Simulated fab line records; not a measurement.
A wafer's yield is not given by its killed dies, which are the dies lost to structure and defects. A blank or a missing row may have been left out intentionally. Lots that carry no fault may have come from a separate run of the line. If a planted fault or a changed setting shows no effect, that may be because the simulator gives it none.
Code-filled problem report in 8D (eight disciplines) form + flow gf180mcu + the parts of the form that need people (team, actions taken, sign-off) are left out

## 1. WHAT WENT WRONG
cathode_dc_power_W at GF_M3_SPUTTER_04 reads a mean of 8848.0 W on 2 wafers of 2 lots; wafers without a fault read 6500.0 W with a standard deviation of 1.2. So: +99 or more standard deviations from the usual mean.
The step: material TiN, target thk 50 nm, time 43.44 s.
First observed at day 26 13:04: wafer L924.2, on pvd_sputter-04. Wafers with a number at this step in the record: 18, from 6 lots. The rule behind "out" and "out of limits": a value lying over 4 standard deviations away from the usual mean. The other wafers with a number count as sound.

## 2. WHAT THIS IS AND IS NOT
| question                    | is                 | is not                                                                         |
|-----------------------------|--------------------|--------------------------------------------------------------------------------|
| which readings at this step | cathode_dc_power_W | throttle_valve_pct                                                             |
| which lots                  | L924, L926         | L908, L916, L927, L928                                                         |
| which wafers of those lots  | L924.2, L926.2     | L924.5, L924.6, L926.1, L926.4                                                 |
| read on which tools         | pvd_sputter-04     | pvd_sputter-02, pvd_sputter-03                                                 |
| when                        | from day 26 13:04  | up to then (8 sound wafers); but 8 sound wafers of L926, L927, L928 came after |

## 3. SUSPECTS, AND WHAT RULES EACH OUT
Counting: any tool at a process step up to the reading remains a suspect provided it ran every lot that is out. Sound lots after the first of them don't rule it out here, since some wafers of a struck lot are sound.
- cmp-02 at GF_V2_CMP_26 (polishes, stops on SiO2, t overpolish 15 s, target thk 0 nm): kept. It ran every lot that is out, first L924 (day 26 12:35).
- pvd_sputter-04 at GF_M3_SPUTTER_00 (material Ti, target thk 37.5 nm, time 150 s): kept. Every lot that is out went through it, the first being L924 (day 26 12:53); the last sound lot it ran before that was L908 (day 21 12:53).
- pvd_sputter-04 at GF_M3_SPUTTER_02 (material AlCu, target thk 450 nm, time 23.9 s): kept. Every lot that is out went through it, the first being L924 (day 26 13:01); the last sound lot it ran before that was L908 (day 21 13:01).
- pvd_sputter-04 at GF_M3_SPUTTER_03 (material Ti, target thk 10 nm, time 6.7 s): kept. Every lot that is out went through it, the first being L924 (day 26 13:03); the last sound lot it ran before that was L908 (day 21 13:03).
- pvd_sputter-04 at GF_M3_SPUTTER_04 (material TiN, target thk 50 nm, time 43.44 s): kept. Every lot that is out went through it, the first being L924 (day 26 13:04); the last sound lot it ran before that was L908 (day 21 13:04). Its own readings are out on those wafers: cathode_dc_power_W.
Left after counting: cmp-02 at GF_V2_CMP_26, pvd_sputter-04 at GF_M3_SPUTTER_00, pvd_sputter-04 at GF_M3_SPUTTER_02, pvd_sputter-04 at GF_M3_SPUTTER_03, pvd_sputter-04 at GF_M3_SPUTTER_04.

## 4. THE CAUSE (what the simulator had put in)
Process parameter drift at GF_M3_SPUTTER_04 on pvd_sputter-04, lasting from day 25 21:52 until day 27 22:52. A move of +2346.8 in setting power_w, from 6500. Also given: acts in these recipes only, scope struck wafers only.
5 suspects survive the count, and this tool is in that group.

## 5. THE CHAIN OF EFFECTS, in route order
Rows list readings where the struck wafers' mean (over those with a number) sits beyond 3 standard deviations from the usual. Scope: only readings with a usual standard deviation given in the record; hours: median across lots of the time from each lot's start at the first step in this table that gives one to its start at this step; sigmas: change in usual standard deviations.
| hours | step             | reading            | usual    | on struck wafers | change  | sigmas      |
|-------|------------------|--------------------|----------|------------------|---------|-------------|
| 0     | GF_M3_SPUTTER_04 | cathode_dc_power_W | 6500.0 W | 8848.0           | +2348.0 | +99 or more |
The process steps in it:
- GF_M3_SPUTTER_04: material TiN, target thk 50 nm, time 43.44 s.
Later steps that measure or inspect, where all struck wafers having a row at the step show a number for every such reading and not one has moved that far: GF_M3_RS_MEAS_05, GF_M3_THK_MEAS_06, GF_M3_CD_MEAS_14, GF_M3_OVL_MEAS_15, GF_V3_THK_MEAS_01, GF_V3_THK_MEAS_03, GF_V3_BOW_MEAS_05.

## 6. HOW IT WOULD HAVE BEEN CAUGHT EARLIER
15 hours passed between the start of the fault at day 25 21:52 and the first reading out of limits in this record, taken at day 26 13:04.
